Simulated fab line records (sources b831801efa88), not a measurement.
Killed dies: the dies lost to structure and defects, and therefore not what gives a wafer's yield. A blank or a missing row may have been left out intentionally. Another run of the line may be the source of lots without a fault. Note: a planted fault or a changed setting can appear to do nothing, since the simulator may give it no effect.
Matching of chambers	flow gf180mcu	cmp-02 running GF_V3_CMP_26: 4 sister chambers
The step polishes, stops on SiO2, t overpolish 15 s, target thk 0 nm. 14 wafers are shown with their chamber, then 7 later ones without.

== EACH WAFER AND ITS CHAMBER ==
wafer	chamber	motorCurrentA (A)	slurryFilterDpKPa (kPa)	platenRpm (rpm)
L677.2	3	9.7	13.57	59.96
L677.5	1	11.8	13.61	59.95
L677.6	2	11.7	13.68	60.00
L678.1	0	10.9	13.41	60.01
L678.2	2	10.8	13.57	59.95
L678.5	0	12.1	13.58	60.01
L679.1	3	9.9	13.66	59.94
L679.2	2	11.6	13.76	60.02
L679.4	1	11.7	13.29	60.07
L682.1	2	11.3	13.54	59.99
L682.3	0	11.4	13.62	60.05
L682.6	3	9.3	13.61	60.02
L692.1	1	12.1	13.60	60.02
L692.3	0	12.0	13.43	59.91

SIGNATURES, as means of the wafers listed above
reading	chamber 0	chamber 1	chamber 2	chamber 3	scatter within a chamber
motorCurrentA	11.600	11.867	11.350	9.633	0.413
slurryFilterDpKPa	13.5100	13.5000	13.6375	13.6133	0.116
platenRpm	59.9950	60.0133	59.9900	59.9733	0.049
Rule: for a wafer and a chamber, the distance is found by dividing, reading by reading, the gap between the wafer's reading and the chamber's mean by the reading's scatter, squaring, summing and taking the root. If the next closest chamber is less than 2 further off than the closest, the wafer can't be placed; otherwise it belongs to the closest. The scatter: take each reading less its chamber's mean, square it, sum over the shown wafers, divide by the number of wafers less the number of chambers, and take the root.

== WAFERS WHOSE CHAMBER IS MISSING ==
wafer	motorCurrentA (A)	slurryFilterDpKPa (kPa)	platenRpm (rpm)
L692.6	12.1	13.41	59.96
L693.1	9.9	13.66	59.94
L693.4	11.4	13.34	59.98
L693.5	12.3	13.45	60.04
L700.1	11.5	13.47	59.94
L700.2	9.4	13.41	60.06
L700.4	11.8	13.36	59.98

== WHICH CHAMBER EACH ONE RAN IN ==
wafer	from the rows above	in truth
L692.6	can't be placed: 1 or 0 or 2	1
L693.1	3	3
L693.4	can't be placed: 0 or 1 or 2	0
L693.5	can't be placed: 1 or 0 or 2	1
L700.1	can't be placed: 0 or 1 or 2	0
L700.2	3	3
L700.4	can't be placed: 1 or 0 or 2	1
2 of 7 placed correctly. Unplaceable from these rows: 5, with the true chamber sitting among the candidates in 5. Wrongly placed: 0.
